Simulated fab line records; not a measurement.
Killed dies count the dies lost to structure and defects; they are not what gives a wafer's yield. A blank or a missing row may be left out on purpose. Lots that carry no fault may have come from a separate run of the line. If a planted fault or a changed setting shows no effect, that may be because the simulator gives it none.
Split-lot study -- flow sky130 -- on a route of 708 steps: 5 lots, 23 wafers read

## SPLIT DETAILS
At SKY_VIA3_HDPCVD_00 (deposits SiO2, target thk 1635 nm, time 272.5 s), the setting time_s was moved away from the recipe's 272.5 s on 8 of the 23 wafers read, by -10.6% to +11.4%. All remaining wafers had this setting at the recipe value.

Split to reading: the file shows no intervening step.

## THE READING
VIA3_HDPCVD_THK (nm), taken at SKY_VIA3_THK_MEAS_01. On this fab line, fault-free wafers typically give 1625 nm with a standard deviation of 25 nm.

wafer,"tool, chamber at the split","time_s as run, s",against the recipe,"VIA3_HDPCVD_THK, nm",against lot-mates on the recipe
L074.1,"hdpcvd-02, 1",272.5,recipe,1605,-
L074.2,"hdpcvd-02, 2",243.5,-10.6%,1452,-152
L074.3,"hdpcvd-02, 0",272.5,recipe,1602,-
L074.4,"hdpcvd-02, 0",243.5,-10.6%,1427,-176
L074.6,"hdpcvd-02, 1",243.5,-10.6%,1429,-174
L075.1,"hdpcvd-02, 2",272.5,recipe,1604,-
L075.3,"hdpcvd-02, 0",272.5,recipe,1594,-
L075.4,"hdpcvd-02, 2",272.5,recipe,1607,-
L075.5,"hdpcvd-02, 1",272.5,recipe,1590,-
L075.6,"hdpcvd-02, 0",272.5,recipe,1577,-
L076.1,"hdpcvd-02, 2",303.7,+11.4%,1803,+190
L076.2,"hdpcvd-02, 0",272.5,recipe,1610,-
L076.3,"hdpcvd-02, 1",272.5,recipe,1616,-
L076.5,"hdpcvd-02, 2",303.7,+11.4%,1802,+189
L076.6,"hdpcvd-02, 0",303.7,+11.4%,1766,+153
L077.1,"hdpcvd-01, 2",272.5,recipe,1645,-
L077.2,"hdpcvd-01, 0",248.1,-9.0%,1527,-138
L077.3,"hdpcvd-01, 1",248.1,-9.0%,1537,-128
L077.4,"hdpcvd-01, 0",272.5,recipe,1668,-
L077.6,"hdpcvd-01, 1",272.5,recipe,1681,-
L081.1,"hdpcvd-02, 2",272.5,recipe,1621,-
L081.2,"hdpcvd-02, 0",272.5,recipe,1613,-
L081.3,"hdpcvd-02, 1",272.5,recipe,1591,-

THE FIT
A straight line over all 23 wafers: VIA3_HDPCVD_THK changes by +14.8 nm for each +1% of time_s; r = +0.95; the points scatter about the line by 30 nm.
The same after taking each lot's own level away (the mean of its wafers on the recipe; 23 wafers): +15.5 nm for each +1%; r = +0.99; scatter 12 nm.
That fit puts the effect of the largest move of time_s on the reading at 1.8e+02 nm.
Measured against the standard deviation above, the lots' own levels, which go from 1594.4 to 1664.7 nm, span 2.8 times it.
The two slopes are in agreement: the lot-to-lot level therefore moves the slope only a little.
Check: with one of the wafers moved furthest among these (+11.4%) left out of the fit, the line predicts +174 nm for it against its lot-mates. It came out at +190 nm against them.

## ADDITIONAL SPLITS CARRIED BY THESE WAFERS
Before the reading, these wafers also passed through other splits. Each is held against what the fit with the lots' levels taken away leaves over:
other split on the same wafers,wafers away from the commonest value,r with VIA3_HDPCVD_THK (lot level and that fit taken away)
SKY_VIA2_SPUTTER_20 power_w,11,+0.24
SKY_CAPM_COAT_07 resist_thk_nm,9,+0.28
SKY_CAPM_DEVELOP_11 dev_temp_c,5,+0.14
SKY_METAL3_COAT_08 spin_rpm,8,+0.14

## THE WHOLE CHAIN: every reading that the file lists as answering this split, in the file's order
step,what it does,reading,change (the file's fit),r (the file's)
SKY_VIA3_HDPCVD_00,"deposits SiO2, target thk 1635 nm, time 272.5 s","SiO2_of_VIA3_HDPCVD_00.thk_nm (the simulator's own value, which no gauge read)",+15.4 nm for each +1% of the setting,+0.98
SKY_VIA3_THK_MEAS_01,,VIA3_HDPCVD_THK,+15.4 for each +1% of the setting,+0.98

## THE FILE'S OWN FIT
VIA3_HDPCVD_THK changes by +15.4 nm for each +1% of time_s, r = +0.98.
